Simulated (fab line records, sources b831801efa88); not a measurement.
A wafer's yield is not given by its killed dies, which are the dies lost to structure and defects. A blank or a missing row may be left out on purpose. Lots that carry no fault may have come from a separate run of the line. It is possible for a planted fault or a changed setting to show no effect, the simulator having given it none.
fab line records | flow sky130
record: lots: 10 | wafers: 30 | last-day: 47
route steps=708 shown POLY_GATE@218 LDD_N@248 LDD_LDN@302 PAD_OPEN@708
lots that met no fault: taken from a fault-free run of the same line
start-h: the number of hours between the record's first day and the start of the first shown wafer of the lot | wait-h: hours elapsed since this lot's preceding step | " same as the row above | L1.1+2: several wafers, shown together as one row | - value missing, or start not given | * or withheld: withheld | < > ~ a bound
route shown NAME@n: a module of which the file shows steps, and the number in the route of the first | usual: mean and standard deviation over wafers with no fault | same: alike in all rows | chamber/n: place in a boat | sites: the reading at each site | _std_site: how widely they spread, as a standard deviation | _edge_site: inner sites' mean taken away from outer sites' mean | radius-mm: for every site, how far away it sits from the centre of the wafer | mask NAME#n: copy n | behind: the tool/chamber that last shaped the wafer | hold: cause of the lot's hold/its duration in hours/its outcome | device: names the non-switching transistor (n, p or np) | end of line: the tests these same wafers got at the end of their route | step lacking rows: just its recipe | killed: the dies lost at the first sort to structure and to defects; this is not the yield of the wafer | map: shows each die of a wafer: x if killed, . if not, _ if none is there
set.NAME: the setting as run; set.NAME@STEP: as run at that earlier step | model.NAME: the simulator's own value behind a step, which no gauge read
route steps across a sampled set of lots; one table per step, one row per wafer
services: from which hour (start-h, from the record's first day; less than 0 if before it) a tool's chamber was out of use, for how many hours, and why
== steps ==
step: SKY_POLY_GATE_THK_MEAS_04
recipe: reads: Si3N4_of_POLY_GATE_CVD_03
usual: POLY_GATE_CVD_03_THK: 75.1/0.72
lot.wafer | tool          | chamber | start-h | wait-h | POLY_GATE_CVD_03_THK[nm]
L641.2    | film-metro-02 | -       | 345.67  | 0.0    | 74.0
L641.3    | "             | -       | "       | "      | 74.1
L641.6    | "             | -       | "       | "      | 74.2
L642.1    | film-metro-03 | -       | 355.96  | 0.0    | 73.5
L642.2    | "             | -       | "       | "      | 73.7
L642.3    | "             | -       | "       | "      | 74.0
L643.2    | film-metro-03 | -       | 362.58  | 0.0    | 75.2
L643.4    | "             | -       | "       | "      | 75.2
L643.5    | "             | -       | "       | "      | 74.6
L644.2    | film-metro-04 | -       | 377.47  | 0.0    | 74.0
L644.3    | "             | -       | "       | "      | 74.1
L644.6    | "             | -       | "       | "      | 73.7
L645.3    | film-metro-04 | -       | 383.63  | 0.0    | 74.5
L645.4    | "             | -       | "       | "      | 74.5
L645.5    | "             | -       | "       | "      | 74.5
L646.2    | film-metro-04 | -       | 392.21  | 0.0    | 74.6
L646.5    | "             | -       | "       | "      | 74.8
L646.6    | "             | -       | "       | "      | 74.7
L648.1    | film-metro-02 | -       | 401.27  | 0.0    | 76.5
L648.4    | "             | -       | "       | "      | 75.9
L648.5    | "             | -       | "       | "      | 75.4
L647.2    | film-metro-02 | -       | 402.64  | 0.0    | 76.0
L647.4    | "             | -       | "       | "      | 75.7
L647.6    | "             | -       | "       | "      | 75.9
L649.4    | film-metro-02 | -       | 414.60  | 0.0    | 74.4
L649.5    | "             | -       | "       | "      | 74.3
L649.6    | "             | -       | "       | "      | 74.7
L650.1    | film-metro-03 | -       | 421.92  | 0.0    | 75.6
L650.2    | "             | -       | "       | "      | 75.0
L650.3    | "             | -       | "       | "      | 74.3
step: SKY_POLY_GATE_THK_MEAS_21
recipe: reads: SiO2_of_POLY_GATE_OXIDATION_20
usual: POLY_GATE_OXIDATION_THK: 3.99/0.11
lot.wafer | tool          | chamber | start-h | wait-h | POLY_GATE_OXIDATION_THK[nm]
L641.2    | film-metro-03 | -       | 375.15  | 0.0    | 4.00
L641.3    | "             | -       | "       | "      | 4.02
L641.6    | "             | -       | "       | "      | 4.04
L642.1    | film-metro-02 | -       | 385.91  | 0.0    | 3.88
L642.2    | "             | -       | "       | "      | 3.96
L642.3    | "             | -       | "       | "      | 3.88
L643.2    | film-metro-04 | -       | 393.30  | 0.0    | 4.12
L643.4    | "             | -       | "       | "      | 4.08
L643.5    | "             | -       | "       | "      | 4.09
L644.2    | film-metro-04 | -       | 410.86  | 0.0    | 4.01
L644.3    | "             | -       | "       | "      | 4.04
L644.6    | "             | -       | "       | "      | 4.10
L645.3    | film-metro-02 | -       | 417.23  | 0.0    | 3.92
L645.4    | "             | -       | "       | "      | 3.93
L645.5    | "             | -       | "       | "      | 3.88
L646.2    | film-metro-02 | -       | 427.38  | 0.0    | 4.12
L646.5    | "             | -       | "       | "      | 4.12
L646.6    | "             | -       | "       | "      | 4.11
L648.1    | film-metro-02 | -       | 437.08  | 0.0    | 4.02
L648.4    | "             | -       | "       | "      | 3.99
L648.5    | "             | -       | "       | "      | 4.09
L647.2    | film-metro-04 | -       | 437.09  | 0.0    | 4.07
L647.4    | "             | -       | "       | "      | 4.08
L647.6    | "             | -       | "       | "      | 4.11
L649.4    | film-metro-02 | -       | 445.78  | 0.0    | 4.05
L649.5    | "             | -       | "       | "      | 4.00
L649.6    | "             | -       | "       | "      | 4.03
L650.1    | film-metro-04 | -       | 457.25  | 0.0    | 4.06
L650.2    | "             | -       | "       | "      | 4.00
L650.3    | "             | -       | "       | "      | 3.97
step: SKY_LDD_N_IMPLANT_11
recipe: species: As | energy-kev: 20 | dose-cm2: 7.5e+13 | tilt-deg: withheld | rotation-deg: 293
usual: beam-energy-keV: 20.001/0.0059 | implant-ion-amu: 75/0
lot.wafer | tool         | chamber | start-h | wait-h | beam-energy-keV | implant-ion-amu
L641.2    | implanter-03 | 0       | 405.12  | 0.1    | 20.002          | 75
L641.3    | "            | 0       | "       | "      | 20.012          | 75
L641.6    | "            | 0       | "       | "      | 19.994          | 75
L642.1    | implanter-03 | 0       | 416.30  | 0.1    | 20.001          | 75
L642.2    | "            | 0       | "       | "      | 20.003          | 75
L642.3    | "            | 0       | "       | "      | 20.009          | 75
L643.2    | implanter-04 | 0       | 423.31  | 0.1    | 20.010          | 75
L643.4    | "            | 0       | "       | "      | 19.997          | 75
L643.5    | "            | 0       | "       | "      | 19.999          | 75
L644.2    | implanter-03 | 0       | 441.16  | 0.1    | 20.006          | 75
L644.3    | "            | 0       | "       | "      | 20.003          | 75
L644.6    | "            | 0       | "       | "      | 20.005          | 75
L645.3    | implanter-01 | 0       | 447.30  | 0.1    | 20.008          | 75
L645.4    | "            | 0       | "       | "      | 20.003          | 75
L645.5    | "            | 0       | "       | "      | 20.007          | 75
L646.2    | implanter-04 | 0       | 458.45  | 0.1    | 20.001          | 75
L646.5    | "            | 0       | "       | "      | 20.004          | 75
L646.6    | "            | 0       | "       | "      | 20.008          | 75
L647.2    | implanter-01 | 0       | 467.46  | 0.1    | 20.005          | 31
L647.4    | "            | 0       | "       | "      | 20.009          | 31
L647.6    | "            | 0       | "       | "      | 20.012          | 31
L648.1    | implanter-03 | 0       | 467.57  | 0.1    | 19.999          | 31
L648.4    | "            | 0       | "       | "      | 20.001          | 31
L648.5    | "            | 0       | "       | "      | 20.000          | 31
L649.4    | implanter-04 | 0       | 476.62  | 0.1    | 19.998          | 31
L649.5    | "            | 0       | "       | "      | 20.010          | 31
L649.6    | "            | 0       | "       | "      | 19.996          | 31
L650.1    | implanter-01 | 0       | 488.15  | 0.1    | 20.008          | 31
L650.2    | "            | 0       | "       | "      | 20.003          | 31
L650.3    | "            | 0       | "       | "      | 19.999          | 31
step: SKY_LDD_N_STRIP_16
recipe: chemistry: O2/N2 | power-w: 1400 | pressure-mtorr: 1500 | platen-temp-c: withheld | o2-flow-sccm: 3000 | n2-flow-sccm: 300 | overash-fraction: 0.5
usual: drypump-motor-current-A: 5.9/0.41 | oes-product-au: 0.407/0.0047 | strip-time-to-endpoint-s: 4.320/0.013
lot.wafer | tool            | chamber | start-h | wait-h | drypump-motor-current-A | oes-product-au | rf-hours-counter-h | strip-time-to-endpoint-s
L641.2    | plasma-asher-01 | 0       | 405.85  | 0.1    | 5.5                     | 0.409          | 63                 | 4.329
L641.3    | "               | 0       | "       | "      | 5.5                     | 0.414          | -                  | 4.330
L641.6    | "               | 0       | "       | "      | 5.5                     | 0.411          | -                  | 4.340
L642.1    | plasma-asher-01 | 1       | 417.05  | 0.1    | 5.2                     | 0.401          | 64                 | 4.338
L642.2    | "               | 0       | "       | "      | 5.5                     | 0.402          | 64                 | 4.306
L642.3    | "               | 0       | "       | "      | 5.5                     | 0.400          | -                  | 4.326
L643.2    | plasma-asher-01 | 0       | 424.05  | 0.1    | 5.5                     | 0.403          | 65                 | 4.352
L643.4    | "               | 1       | "       | "      | 5.2                     | 0.408          | -                  | 4.327
L643.5    | "               | 0       | "       | "      | 5.5                     | 0.409          | -                  | 4.327
L644.2    | plasma-asher-02 | 1       | 441.89  | 0.1    | 5.9                     | 0.420          | 32                 | 4.336
L644.3    | "               | 0       | "       | "      | 5.9                     | 0.416          | -                  | 4.328
L644.6    | "               | 0       | "       | "      | 5.9                     | 0.401          | -                  | 4.306
L645.3    | plasma-asher-03 | 1       | 448.03  | 0.1    | 6.0                     | 0.407          | -                  | 4.334
L645.4    | "               | 0       | "       | "      | 6.6                     | 0.404          | -                  | 4.334
L645.5    | "               | 1       | "       | "      | 6.0                     | 0.401          | -                  | 4.321
L646.2    | plasma-asher-01 | 1       | 459.17  | 0.1    | 5.2                     | 0.408          | 69                 | 4.325
L646.5    | "               | 1       | "       | "      | 5.1                     | 0.402          | -                  | 4.343
L646.6    | "               | 0       | "       | "      | 5.5                     | 0.408          | -                  | 4.338
L647.2    | plasma-asher-02 | 1       | 468.19  | 0.1    | 5.9                     | 0.408          | 34                 | 4.228
L647.4    | "               | 1       | "       | "      | 5.9                     | 0.406          | -                  | 4.244
L647.6    | "               | 1       | "       | "      | 5.9                     | 0.414          | -                  | 4.249
L648.1    | plasma-asher-03 | 0       | 468.32  | 0.1    | 6.6                     | 0.402          | 3                  | 4.239
L648.4    | "               | 0       | "       | "      | 6.5                     | 0.409          | -                  | 4.223
L648.5    | "               | 1       | "       | "      | 6.0                     | 0.418          | -                  | 4.221
L649.4    | plasma-asher-02 | 1       | 477.33  | 0.1    | 5.9                     | 0.406          | -                  | 4.217
L649.5    | "               | 1       | "       | "      | 5.9                     | 0.402          | -                  | 4.218
L649.6    | "               | 0       | "       | "      | 5.9                     | 0.410          | -                  | 4.241
L650.1    | plasma-asher-02 | 0       | 488.90  | 0.1    | 5.9                     | 0.411          | 36                 | 4.257
L650.2    | "               | 1       | "       | "      | 5.9                     | 0.409          | 36                 | 4.239
L650.3    | "               | 1       | "       | "      | 5.9                     | 0.412          | -                  | 4.224
step: SKY_LDD_N_TW_MEAS_17
usual: LDD_N_TW: 2601/12
lot.wafer | tool          | chamber | start-h | wait-h | LDD_N_TW
L641.2    | film-metro-02 | -       | 405.96  | 0.1    | 2595
L641.3    | "             | -       | "       | "      | 2618
L641.6    | "             | -       | "       | "      | 2626
L642.1    | film-metro-04 | -       | 417.15  | 0.1    | 2606
L642.2    | "             | -       | "       | "      | 2586
L642.3    | "             | -       | "       | "      | 2608
L643.2    | film-metro-04 | -       | 424.16  | 0.1    | 2594
L643.4    | "             | -       | "       | "      | 2598
L643.5    | "             | -       | "       | "      | 2604
L644.2    | film-metro-04 | -       | 442.02  | 0.1    | 2607
L644.3    | "             | -       | "       | "      | 2606
L644.6    | "             | -       | "       | "      | 2604
L645.3    | film-metro-01 | -       | 448.12  | 0.1    | 2607
L645.4    | "             | -       | "       | "      | 2601
L645.5    | "             | -       | "       | "      | 2616
L646.2    | film-metro-02 | -       | 459.28  | 0.1    | 2592
L646.5    | "             | -       | "       | "      | 2593
L646.6    | "             | -       | "       | "      | 2590
L647.2    | film-metro-04 | -       | 468.30  | 0.1    | 2563
L647.4    | "             | -       | "       | "      | 2563
L647.6    | "             | -       | "       | "      | 2553
L648.1    | film-metro-02 | -       | 468.42  | 0.1    | 2539
L648.4    | "             | -       | "       | "      | 2550
L648.5    | "             | -       | "       | "      | 2558
L649.4    | film-metro-04 | -       | 477.43  | 0.1    | 2541
L649.5    | "             | -       | "       | "      | 2569
L649.6    | "             | -       | "       | "      | 2565
L650.1    | film-metro-04 | -       | 489.00  | 0.1    | 2556
L650.2    | "             | -       | "       | "      | 2558
L650.3    | "             | -       | "       | "      | 2558
step: SKY_LDD_LDN_TW_MEAS_13
usual: LDD_LDN_TW: 1489/7.3
lot.wafer | tool          | chamber | start-h | wait-h | LDD_LDN_TW
L641.2    | film-metro-01 | -       | 529.21  | 0.1    | 1489
L641.3    | "             | -       | "       | "      | 1494
L641.6    | "             | -       | "       | "      | 1494
L642.1    | film-metro-04 | -       | 539.97  | 0.1    | 1497
L642.2    | "             | -       | "       | "      | 1496
L642.3    | "             | -       | "       | "      | 1481
L643.2    | film-metro-01 | -       | 547.46  | 0.1    | 1487
L643.4    | "             | -       | "       | "      | 1491
L643.5    | "             | -       | "       | "      | 1489
L644.2    | film-metro-04 | -       | 564.71  | 0.1    | 1498
L644.3    | "             | -       | "       | "      | 1502
L644.6    | "             | -       | "       | "      | 1504
L645.3    | film-metro-02 | -       | 571.81  | 0.1    | 1485
L645.4    | "             | -       | "       | "      | 1482
L645.5    | "             | -       | "       | "      | 1482
L646.2    | film-metro-02 | -       | 582.28  | 0.1    | 1485
L646.5    | "             | -       | "       | "      | 1484
L646.6    | "             | -       | "       | "      | 1487
L647.2    | film-metro-02 | -       | 589.73  | 0.1    | 1481
L647.4    | "             | -       | "       | "      | 1481
L647.6    | "             | -       | "       | "      | 1492
L648.1    | film-metro-01 | -       | 590.02  | 0.1    | 1477
L648.4    | "             | -       | "       | "      | 1483
L648.5    | "             | -       | "       | "      | 1484
L649.4    | film-metro-04 | -       | 599.37  | 0.1    | 1488
L649.5    | "             | -       | "       | "      | 1497
L649.6    | "             | -       | "       | "      | 1497
L650.1    | film-metro-04 | -       | 609.79  | 0.1    | 1491
L650.2    | "             | -       | "       | "      | 1499
L650.3    | "             | -       | "       | "      | 1500
step: SKY_PAD_OPEN_PROBE_99
usual: killed_at_M0_to_M3: 43/6.8 | killed_at_M4_up: 3.1/1.6 | killed-at-contacts: 24/5.4 | killed-at-front-end: 16/4.4 | killed-at-other: 0.2/0.48 | killed-dies: 87/8.8 | killed-on-rim: 17/3.4 | killed-open: 48/6.4 | killed-short: 39/6.2
same: gross-dies: 492 | killed-at-back-side: 0
lot.wafer | tool      | chamber | start-h | wait-h | killed_at_M0_to_M3 | killed_at_M4_up | killed-at-contacts | killed-at-front-end | killed-at-other | killed-dies | killed-on-rim | killed-open | killed-short
L641.2    | prober-01 | -       | 1078.51 | 0.1    | 36                 | 1               | 26                 | 15                  | 0               | 78          | 19            | 46          | 32
L641.3    | prober-01 | -       | 1078.56 | 0.2    | 35                 | 2               | 24                 | 19                  | 0               | 80          | 16            | 48          | 32
L641.6    | prober-01 | -       | 1078.71 | 0.2    | 27                 | 4               | 27                 | 18                  | 0               | 76          | 20            | 37          | 39
L647.2    | prober-01 | -       | 1122.86 | 0.1    | 56                 | 1               | 19                 | 20                  | 0               | 96          | 19            | 55          | 41
L647.4    | prober-01 | -       | 1122.96 | 0.2    | 35                 | 3               | 19                 | 16                  | 0               | 73          | 21            | 42          | 31
L647.6    | prober-01 | -       | 1123.06 | 0.2    | 46                 | 2               | 11                 | 18                  | 1               | 78          | 19            | 36          | 42
L648.1    | prober-02 | -       | 1123.91 | 0.1    | 32                 | 3               | 29                 | 21                  | 0               | 85          | 15            | 44          | 41
L648.4    | prober-02 | -       | 1124.06 | 0.2    | 34                 | 7               | 23                 | 17                  | 0               | 81          | 17            | 40          | 41
L648.5    | prober-02 | -       | 1124.11 | 0.2    | 40                 | 2               | 34                 | 16                  | 1               | 93          | 15            | 46          | 47
L649.4    | prober-01 | -       | 1125.03 | 0.2    | 44                 | 4               | 24                 | 17                  | 0               | 89          | 18            | 51          | 38
L649.5    | prober-01 | -       | 1125.08 | 0.2    | 45                 | 4               | 30                 | 11                  | 0               | 90          | 20            | 53          | 37
L649.6    | prober-01 | -       | 1125.13 | 0.2    | 44                 | 1               | 27                 | 15                  | 0               | 87          | 14            | 51          | 36
L650.1    | prober-02 | -       | 1134.87 | 0.1    | 44                 | 2               | 23                 | 17                  | 0               | 86          | 13            | 54          | 32
L650.2    | prober-02 | -       | 1134.92 | 0.1    | 40                 | 6               | 30                 | 15                  | 0               | 91          | 13            | 50          | 41
L650.3    | prober-02 | -       | 1134.97 | 0.2    | 62                 | 5               | 17                 | 10                  | 0               | 94          | 15            | 59          | 35
killed by level:class
L641.2 LI_CONTACT:geometric-particle:open=12 VIA3:geometric-particle:open=8 CONTACT:geometric-particle:open=7 FIELD_ISO:geometric-particle:short=6 VIA2:geometric-particle:open=6 VIA1:geometric-particle:open=5 METAL2:geometric-particle:short=5 VIA1:geometric-particle:short=4
L641.3 CONTACT:geometric-particle:open=11 VIA3:geometric-particle:open=9 FIELD_ISO:geometric-particle:short=8 LI_CONTACT:geometric-particle:open=6 VIA1:geometric-particle:open=6 FIELD_ISO:geometric-particle:open=5 VIA1:geometric-particle:short=5 CONTACT:geometric-particle:short=4
L641.6 CONTACT:geometric-particle:open=9 LI_CONTACT:geometric-particle:open=6 VIA3:geometric-particle:open=6 FIELD_ISO:geometric-particle:short=5 LOCAL_INTERCONNECT:geometric-particle:short=5 LI_CONTACT:geometric-particle:short=5 METAL2:geometric-particle:short=5 POLY_GATE:geometric-particle:open=4
L647.2 VIA1:geometric-particle:open=17 VIA2:geometric-particle:open=10 CONTACT:geometric-particle:short=7 VIA2:geometric-particle:short=6 FIELD_ISO:geometric-particle:open=5 POLY_GATE:geometric-particle:open=5 CONTACT:geometric-particle:open=5 METAL1:geometric-particle:short=5
L647.4 CONTACT:geometric-particle:open=9 VIA1:geometric-particle:open=7 POLY_GATE:geometric-particle:short=6 VIA3:geometric-particle:open=6 LI_CONTACT:geometric-particle:open=5 VIA2:geometric-particle:open=5 VIA2:geometric-particle:short=5 FIELD_ISO:geometric-particle:short=4
L647.6 VIA2:geometric-particle:open=9 VIA1:geometric-particle:open=7 METAL2:geometric-particle:short=6 METAL1:geometric-particle:short=6 FIELD_ISO:geometric-particle:short=5 POLY_GATE:geometric-particle:open=5 VIA3:geometric-particle:short=5 FIELD_ISO:geometric-particle:open=4
L648.1 POLY_GATE:geometric-particle:short=10 CONTACT:geometric-particle:open=9 LI_CONTACT:geometric-particle:open=7 POLY_GATE:geometric-particle:open=6 LOCAL_INTERCONNECT:geometric-particle:short=6 VIA1:geometric-particle:open=5 FIELD_ISO:geometric-particle:open=4 VIA3:geometric-particle:open=4
L648.4 POLY_GATE:geometric-particle:short=9 METAL1:geometric-particle:short=8 CONTACT:geometric-particle:open=7 METAL4:geometric-particle:short=6 LI_CONTACT:geometric-particle:open=6 VIA1:geometric-particle:open=6 VIA2:geometric-particle:open=5 VIA3:geometric-particle:open=5
L648.5 CONTACT:geometric-particle:open=10 LI_CONTACT:geometric-particle:open=9 POLY_GATE:geometric-particle:short=8 CONTACT:geometric-particle:short=8 VIA2:geometric-particle:open=6 METAL1:geometric-particle:short=5 VIA1:geometric-particle:short=5 VIA1:geometric-particle:open=5
L649.4 VIA1:geometric-particle:open=10 LI_CONTACT:geometric-particle:open=8 CONTACT:geometric-particle:open=7 VIA3:geometric-particle:open=7 VIA1:geometric-particle:short=6 FIELD_ISO:geometric-particle:short=5 LOCAL_INTERCONNECT:geometric-particle:short=4 VIA2:geometric-particle:open=4
L649.5 CONTACT:geometric-particle:open=9 LI_CONTACT:geometric-particle:open=8 VIA1:geometric-particle:open=8 VIA2:geometric-particle:open=8 VIA3:geometric-particle:open=7 METAL2:geometric-particle:short=6 CONTACT:geometric-particle:short=5 METAL1:geometric-particle:short=5
L649.6 VIA1:geometric-particle:open=12 CONTACT:geometric-particle:open=11 VIA3:geometric-particle:open=8 VIA2:geometric-particle:open=6 LOCAL_INTERCONNECT:geometric-particle:short=5 CONTACT:geometric-particle:short=5 SPACER:geometric-particle:short=4 LI_CONTACT:geometric-particle:open=4
L650.1 VIA1:geometric-particle:open=9 LI_CONTACT:geometric-particle:open=9 VIA3:geometric-particle:open=9 CONTACT:geometric-particle:open=5 METAL1:geometric-particle:open=5 FIELD_ISO:geometric-particle:open=4 FIELD_ISO:geometric-particle:short=4 VIA2:geometric-particle:open=4
L650.2 CONTACT:geometric-particle:open=13 VIA1:geometric-particle:open=9 METAL1:geometric-particle:short=8 CONTACT:geometric-particle:short=7 LI_CONTACT:geometric-particle:open=5 METAL2:geometric-particle:short=5 VIA2:geometric-particle:open=5 METAL4:geometric-particle:short=5
L650.3 VIA1:geometric-particle:open=22 CONTACT:geometric-particle:open=9 VIA3:geometric-particle:open=9 METAL2:geometric-particle:short=8 METAL1:geometric-particle:short=5 VIA1:geometric-particle:short=5 VIA3:geometric-particle:short=5 LI_CONTACT:geometric-particle:open=4
== services ==
tool            | chamber | start-h | hours | kind
implanter-04    | -       | 397.01  | 4.4   | repair
implanter-01    | -       | 405.72  | 1.7   | repair
implanter-04    | -       | 414.82  | 4.2   | repair
plasma-asher-03 | -       | 421.25  | 9.0   | pm
plasma-asher-03 | 0       | 421.25  | 9.0   | vent-cycle
plasma-asher-03 | 1       | 421.25  | 9.0   | vent-cycle
plasma-asher-03 | 0       | 430.25  | -     | clean
plasma-asher-03 | 1       | 430.25  | -     | clean
implanter-03    | -       | 444.97  | 8.3   | repair
plasma-asher-02 | -       | 457.38  | 2.8   | pm
implanter-01    | -       | 462.12  | 1.5   | repair
implanter-04    | -       | 484.13  | 2.8   | repair
== key ==
first-sign: step: SKY_LDD_N_IMPLANT_11 | reading: implant-ion-amu | direction: down | sigmas: 99+ | usual: 75 | struck: 31
effect: step: SKY_LDD_N_STRIP_16 | reading: strip-time-to-endpoint-s | direction: down | sigmas: 6.8 | usual: * | struck: *
effect: step: SKY_LDD_N_TW_MEAS_17 | reading: LDD_N_TW | direction: down | sigmas: 3.7 | usual: 2601 | struck: 2556
met-at SKY_LDD_N_IMPLANT_11
struck-lots L647,L648,L649,L650
tester-left-out L647,L648,L649,L650
not-acting-at SKY_POLY_GATE_THK_MEAS_04,SKY_POLY_GATE_THK_MEAS_21,SKY_LDD_LDN_TW_MEAS_13
onset-between 458.45 467.46
fault: kind: wrong-recipe-download | tool: implanter-01,implanter-03,implanter-04 | chamber: - | onset-h: 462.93 | steps: SKY_LDD_N_IMPLANT_11 | wrong-recipe.not-listed: 1
tester-left-out: of these lots the tester's yield and bins aren't shown, on N5 and GAA mostly nor the transistor test; their killed dies are dies lost to structure and defects alone, not to doping, threshold or leakage, so they don't give the yield
